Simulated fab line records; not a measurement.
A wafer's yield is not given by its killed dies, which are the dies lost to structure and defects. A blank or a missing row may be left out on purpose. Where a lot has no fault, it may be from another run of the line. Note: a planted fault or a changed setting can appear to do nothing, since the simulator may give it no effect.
Which of the tools did it? -- flow sky130 -- 24 lots with 72 wafers sampled at 5 steps, on a route of 708 steps

WHAT THE GAUGES READ, wafer by wafer
SKY_SD_P_OVL_MEAS_08. Usual: SD_P_OVL gives -0.9 nm (standard deviation 1.7).
lot,measured,on,SD_P_OVL (nm),flag
L074,day 25 05:51,overlay-01,-0.1 -0.7 -1.9,
L075,day 25 16:23,overlay-01,-2.6 -1.1 -2.5,
L076,day 26 08:30,overlay-01,0.9 -0.6 -0.1,
L077,day 26 12:22,overlay-01,-5.5 -4.3 -5.3,
L078,day 27 08:00,overlay-02,2.1 3.4 1.1,
L079,day 27 10:10,overlay-01,0.5 -0.5 0.2,
L080,day 27 18:06,overlay-02,-0.5 -1.2 0.3,
L081,day 27 19:24,overlay-02,-0.6 -0.2 0.8,
L082,day 28 04:31,overlay-01,-3.2 -2.4 -3.7,
L083,day 28 10:29,overlay-01,-1.5 -0.3 0.3,
L084,day 28 16:51,overlay-01,-4.5 -2.0 -2.7,
L085,day 29 03:47,overlay-02,-0.3 0.0 -0.9,
L086,day 29 10:20,overlay-01,-2.5 -2.2 -2.4,
L087,day 29 16:53,overlay-02,-0.7 -1.1 -0.7,
L088,day 30 05:11,overlay-01,-2.4 -0.9 -0.4,
L089,day 30 08:19,overlay-02,-1.0 -0.8 -1.8,
L090,day 31 11:02,overlay-01,1.7 -0.6 -0.2,
L092,day 32 01:06,overlay-02,0.7 0.2 2.0,
L091,day 32 03:22,overlay-01,-0.8 0.2 -1.6,
L093,day 32 07:08,overlay-02,-0.3 0.2 -0.8,
L094,day 32 07:05,overlay-02,1.1 1.3 1.6,
L095,day 32 13:15,overlay-02,-0.9 -0.5 -1.2,
L096,day 32 17:53,overlay-01,0.5 1.5 2.0,
L097,day 33 05:41,overlay-02,-4.1 -2.3 -3.3,

SKY_METAL1_RS_MEAS_05: the measuring method here is four-point-probe. Usual: METAL1_ALCU_RS gives 0.1268 ohm/sq (standard deviation 0.0015).
lot,measured,on,METAL1_ALCU_RS (ohm/sq),flag
L074,day 31 12:31,film_metro-02,0.1270 0.1255 0.1294,
L075,day 31 21:01,film_metro-01,0.1278 0.1251 0.1273,
L076,day 32 13:14,film_metro-02,0.1278 0.1288 0.1271,
L077,day 32 17:10,film_metro-02,0.1279 0.1260 0.1257,
L078,day 33 10:31,film_metro-04,0.1283 0.1252 0.1258,
L079,day 33 12:16,film_metro-02,0.1259 0.1291 0.1287,
L080,day 33 19:20,film_metro-01,0.1274 0.1271 0.1275,
L081,day 33 21:44,film_metro-01,0.1245 0.1271 0.1234,
L082,day 34 05:22,film_metro-01,0.1288 0.1257 0.1272,
L083,day 34 10:55,film_metro-02,0.1242 0.1268 0.1248,
L084,day 34 15:43,film_metro-01,0.1267 0.1282 0.1289,
L085,day 35 03:29,film_metro-04,0.1267 0.1261 0.1277,
L086,day 35 08:46,film_metro-02,0.1278 0.1277 0.1281,
L087,day 35 14:35,film_metro-04,0.1263 0.1267 0.1267,
L088,day 36 01:10,film_metro-01,0.1278 0.1266 0.1252,
L089,day 36 06:30,film_metro-01,0.1248 0.1269 0.1291,
L090,day 37 05:35,film_metro-04,0.1291 0.1250 0.1275,
L092,day 37 18:11,film_metro-01,0.1280 0.1254 0.1237,
L091,day 37 20:26,film_metro-01,0.1262 0.1261 0.1268,
L093,day 38 02:29,film_metro-04,0.1253 0.1251 0.1232,
L094,day 37 23:34,film_metro-02,0.1260 0.1271 0.1267,
L095,day 38 06:06,film_metro-04,0.1278 0.1264 0.1278,
L096,day 38 10:47,film_metro-01,0.1247 0.1261 0.1247,
L097,day 38 21:33,film_metro-02,0.1257 0.1264 0.1272,

SKY_VIA2_THK_MEAS_23: measures by xrf. Usual: VIA2_W_THK gives 438 nm (standard deviation 7.2).
lot,measured,on,VIA2_W_THK (nm),flag
L074,day 36 05:27,film_metro-04,439 437 441,
L075,day 36 12:37,film_metro-04,437 434 433,
L076,day 37 04:05,film_metro-01,439 445 442,
L077,day 37 08:04,film_metro-03,429 428 428,
L078,day 38 00:41,film_metro-01,426 434 431,
L079,day 38 03:52,film_metro-04,443 443 443,
L080,day 38 09:56,film_metro-01,430 431 433,
L081,day 38 10:56,film_metro-04,435 437 438,
L082,day 38 19:29,film_metro-01,439 438 443,
L083,day 38 23:28,film_metro-01,438 430 432,
L084,day 39 07:04,film_metro-04,443 438 450,
L085,day 39 16:19,film_metro-03,427 430 428,
L086,day 39 21:16,film_metro-03,429 432 435,
L087,day 40 02:43,film_metro-01,439 441 436,
L088,day 40 13:37,film_metro-01,437 441 442,
L089,day 40 17:14,film_metro-03,442 446 438,
L090,day 41 15:46,film_metro-04,436 436 433,
L092,day 42 04:00,film_metro-04,445 445 442,
L091,day 42 05:29,film_metro-03,433 435 436,
L093,day 42 14:23,film_metro-01,442 448 446,
L094,day 42 08:53,film_metro-03,434 438 435,
L095,day 42 16:15,film_metro-01,461 451 456,
L096,day 42 20:04,film_metro-01,451 443 448,
L097,day 43 05:05,film_metro-04,433 431 434,

WHICH TOOL RAN EACH LOT (tool, then ch and the chambers of the sampled wafers, then the start)
lot,SKY_POLY_GATE_ETCH_17,SKY_CONTACT_ETCH_16
L074,"rie_si-01 ch 1,2,3, day 16 06:06","rie_diel-02 ch 0,1,3, day 31 10:57"
L075,"rie_si-01 ch 0,3, day 16 17:45","rie_diel-01 ch 1,2,3, day 31 19:26"
L076,"rie_si-02 ch 0,1, day 17 06:41","rie_diel-01 ch 0,1,2, day 32 11:43"
L077,"rie_si-02 ch 0,2,3, day 17 09:51","rie_diel-03 ch 1,2,3, day 32 15:40"
L078,"rie_si-02 ch 0,2,3, day 18 10:04","rie_diel-02 ch 0,1,3, day 33 08:59"
L079,"rie_si-01 ch 0,2,3, day 18 10:24","rie_diel-02 ch 0,1,3, day 33 10:41"
L080,"rie_si-02 ch 0,1,3, day 18 16:18","rie_diel-01 ch 0,1, day 33 17:48"
L081,"rie_si-01 ch 0,1,3, day 18 20:06","rie_diel-01 ch 0,1,3, day 33 20:11"
L082,"rie_si-01 ch 1,2, day 19 04:21","rie_diel-02 ch 2,3, day 34 03:50"
L083,"rie_si-01 ch 0,2,3, day 19 12:18","rie_diel-03 ch 0,1,3, day 34 09:24"
L084,"rie_si-02 ch 0,1,2, day 19 21:23","rie_diel-03 ch 0,1,2, day 34 14:08"
L085,"rie_si-01 ch 1,3, day 20 06:40","rie_diel-01 ch 0,1, day 35 01:55"
L086,"rie_si-01 ch 2,3, day 20 14:26","rie_diel-02 ch 1,2,3, day 35 07:15"
L087,"rie_si-02 ch 1,2, day 20 23:03","rie_diel-03 ch 1,2,3, day 35 13:04"
L088,"rie_si-01 ch 0,3, day 21 09:09","rie_diel-03 ch 0,1,2, day 35 23:27"
L089,"rie_si-02 ch 1,3, day 21 17:25","rie_diel-03 ch 0,2,3, day 36 04:57"
L090,"rie_si-01 ch 0,1,3, day 22 18:05","rie_diel-01 ch 1,2,3, day 37 04:03"
L092,"rie_si-02 ch 1,2,3, day 23 12:38","rie_diel-03 ch 1,2,3, day 37 16:39"
L091,"rie_si-01 ch 0,2,3, day 23 12:51","rie_diel-01 ch 1,2, day 37 18:52"
L093,"rie_si-02 ch 0,1, day 23 17:53","rie_diel-01 ch 0,3, day 38 00:55"
L094,"rie_si-01 ch 1,2, day 23 19:05","rie_diel-03 ch 1,2,3, day 37 22:01"
L095,"rie_si-02 ch 0,1,2, day 23 23:14","rie_diel-02 ch 1,2,3, day 38 04:34"
L096,"rie_si-01 ch 2,3, day 24 04:44","rie_diel-03 ch 0,3, day 38 09:13"
L097,"rie_si-02 ch 1,2, day 24 17:35","rie_diel-02 ch 0,1,2, day 38 20:00"
- SKY_POLY_GATE_ETCH_17: etches poly-Si in HBr/Cl2, stops on SiO2, target depth 180 nm, time 70.5 s.
- SKY_CONTACT_ETCH_16: etches BARC in N2/H2, stops on SiO2, time 45.9 s, target depth 60 nm.

AS READ BY THE TOOLS THEMSELVES (means over the sampled wafers that have a number; for cases with no such wafer, the mark the record gives instead)
SKY_POLY_GATE_ETCH_17. Usual: drypump_motor_current_A 5.73 A, standard deviation 0.27; mfc_cl2_sccm 49.99 sccm, standard deviation 0.16; oes_product_au 0.980 a.u., standard deviation 0.0098; throttle_valve_pct 33.685 %, standard deviation 0.0096.
lot,tool,drypump_motor_current_A (A),mfc_cl2_sccm (sccm),oes_product_au (a.u.),throttle_valve_pct (%),flag
L074,rie_si-01,5.67,49.94,0.983,33.692,
L075,rie_si-01,6.13,49.93,0.986,33.686,
L076,rie_si-02,5.48,49.95,0.976,33.670,
L077,rie_si-02,5.71,50.10,0.979,33.688,
L078,rie_si-02,5.72,50.00,0.974,33.685,
L079,rie_si-01,5.96,50.06,0.977,33.688,
L080,rie_si-02,5.54,50.22,0.969,33.681,
L081,rie_si-01,5.91,49.97,0.986,33.685,
L082,rie_si-01,5.47,50.04,0.988,33.686,
L083,rie_si-01,5.95,49.87,0.978,33.689,
L084,rie_si-02,5.63,50.07,0.989,33.677,
L085,rie_si-01,5.84,49.99,0.991,33.687,
L086,rie_si-01,5.76,49.84,0.980,33.690,
L087,rie_si-02,5.55,49.91,0.966,33.683,
L088,rie_si-01,6.13,50.10,0.980,33.689,
L089,rie_si-02,5.55,50.03,0.973,33.680,
L090,rie_si-01,5.86,50.04,0.991,33.682,
L092,rie_si-02,5.62,49.92,0.969,33.681,
L091,rie_si-01,5.93,50.05,0.982,33.676,
L093,rie_si-02,5.48,49.96,0.972,33.689,
L094,rie_si-01,5.56,49.79,0.977,33.688,
L095,rie_si-02,5.64,50.02,0.973,33.691,
L096,rie_si-01,5.91,50.00,0.976,33.681,
L097,rie_si-02,5.58,50.01,0.978,33.693,

SKY_CONTACT_ETCH_16. Usual: drypump_motor_current_A 5.8 A, standard deviation 0.49; oes_product_au 0.854 a.u., standard deviation 0.005; throttle_valve_pct 13.225 %, standard deviation 0.0091.
lot,tool,drypump_motor_current_A (A),oes_product_au (a.u.),throttle_valve_pct (%),flag
L074,rie_diel-02,5.8,0.857,13.221,
L075,rie_diel-01,5.7,0.853,13.216,
L076,rie_diel-01,5.5,0.856,13.224,
L077,rie_diel-03,5.7,0.851,13.224,
L078,rie_diel-02,5.8,0.854,13.219,
L079,rie_diel-02,5.9,0.854,13.231,
L080,rie_diel-01,5.7,0.860,13.230,
L081,rie_diel-01,5.9,0.851,13.235,
L082,rie_diel-02,5.8,0.853,13.231,
L083,rie_diel-03,5.9,0.858,13.223,
L084,rie_diel-03,5.7,0.859,13.229,
L085,rie_diel-01,5.5,0.852,13.227,
L086,rie_diel-02,5.8,0.853,13.216,
L087,rie_diel-03,5.8,0.859,13.223,
L088,rie_diel-03,5.7,0.849,13.220,
L089,rie_diel-03,6.2,0.854,13.223,
L090,rie_diel-01,5.7,0.857,13.222,
L092,rie_diel-03,5.7,0.856,13.217,
L091,rie_diel-01,5.4,0.856,13.220,
L093,rie_diel-01,6.1,0.857,13.229,
L094,rie_diel-03,5.8,0.855,13.230,
L095,rie_diel-02,5.8,0.851,13.231,
L096,rie_diel-03,6.5,0.854,13.225,
L097,rie_diel-02,5.9,0.860,13.230,

THE ANSWER, worked out from the rows above alone
Rule: a lot is off if the mean of its wafers that have a number lies more than 3 standard deviations from the usual mean. Also off: a lot with no number at a reading for which 4 or more lots have one. Where the step has rows for the other lots, those lots are counted as sound. Order of review: gauges by route order, followed by the tools' own readings, for which a lot's mean as printed above is used. The first step at which some lot is off is used, and at that step the reading that is off furthest; a lot without a number counts as furthest.
None of the lots is off at any reading shown; this tells nothing.

WHAT HAD BEEN PUT IN BY THE SIMULATOR
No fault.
